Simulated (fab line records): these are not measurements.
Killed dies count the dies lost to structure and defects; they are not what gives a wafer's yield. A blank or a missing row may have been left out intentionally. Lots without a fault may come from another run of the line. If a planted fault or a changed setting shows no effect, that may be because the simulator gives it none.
The same fault as seen by 2 desks + flow gf180mcu + every desk sees just its own numbers, and what lay behind them comes last

== THE TOOL OWNER'S DESK: rie-si-02 ==
The tool's own readings at GF_POLY_GATE_ETCH_13 (etches poly-Si in HBr/Cl2, stops on SiO2, target depth 198.5 nm, time 69.6 s): means of the sampled wafers that have a number, for each lot that ran on this tool. A lot is out of limits, marked OUT, if its mean lies more than 4 standard deviations from the usual mean; the brackets give that distance.
Columns: A = drypump-motor-current-A at GF_POLY_GATE_ETCH_13, usual 5.7 A; B = oes-product-au at GF_POLY_GATE_ETCH_13, usual 0.989 a.u.; C = run-length-s at GF_POLY_GATE_ETCH_13, usual 98.1 s; D = throttle-valve-pct at GF_POLY_GATE_ETCH_13, usual 33.685 %
| lot  | first seen here | A   | B               | C               | D      |
|------|-----------------|-----|-----------------|-----------------|--------|
| L972 | day 10 10:07    | 5.7 | 0.988           | 97.9            | 33.682 |
| L979 | day 12 15:31    | 5.9 | 0.901 (-12) OUT | 110.8 (+25) OUT | 33.688 |
| L980 | day 12 22:05    | 5.4 | 0.896 (-13) OUT | 110.0 (+24) OUT | 33.688 |
Finding of this desk: L979, L980 out of limits; the first was L979 at day 12 15:31, on oes-product-au at GF_POLY_GATE_ETCH_13. L972: within limits.

== FROM THE METROLOGY DESK ==
What the gauges read, lot by lot, whatever tool the lot ran on: means of the sampled wafers that have a number. A lot is out of limits, marked OUT, if its mean lies more than 4 standard deviations from the usual mean; the brackets give that distance.
Columns: A = POLY_GATE_CVD_00_THK at GF_POLY_GATE_THK_MEAS_01, usual 200.3 nm; B = cd-nm at GF_POLY_GATE_CD_MEAS_10, usual 280.0 nm; C = POLY_GATE_OVL at GF_POLY_GATE_OVL_MEAS_11, usual 0 nm
| lot  | first seen here | A     | B     | C  |
|------|-----------------|-------|-------|----|
| L970 | day 9 01:28     | 200.6 | 281.7 | 8  |
| L972 | day 9 16:08     | 201.1 | 279.2 | -4 |
| L979 | day 11 19:28    | 202.7 | 278.9 | -1 |
| L980 | day 12 02:32    | 202.0 | 280.6 | 1  |
| L988 | day 14 10:18    | 201.2 | 281.6 | 3  |
| L991 | day 15 07:52    | 197.9 | 281.8 | 4  |
Result from this desk: across the 6 lots, nothing is out of limits.

== ALL TOGETHER ==
The tool owner's desk could have raised an alarm at day 12 15:31, on L979, L980.
At the metrology desk, nothing out of limits was observed.
The metrology desk holds a record of L979, L980, inside its limits.
Every lot named ran GF_POLY_GATE_ETCH_13 on rie-si-02.

== WHAT THE SIMULATOR HAD PUT IN ==
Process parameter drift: rie-si-02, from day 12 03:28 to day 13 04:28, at GF_POLY_GATE_ETCH_13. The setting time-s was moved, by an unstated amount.
Struck lots among those shown: L979, L980.
How many hours passed from the start of the fault until each desk's first out-of-limits reading: the tool owner's desk, 12.
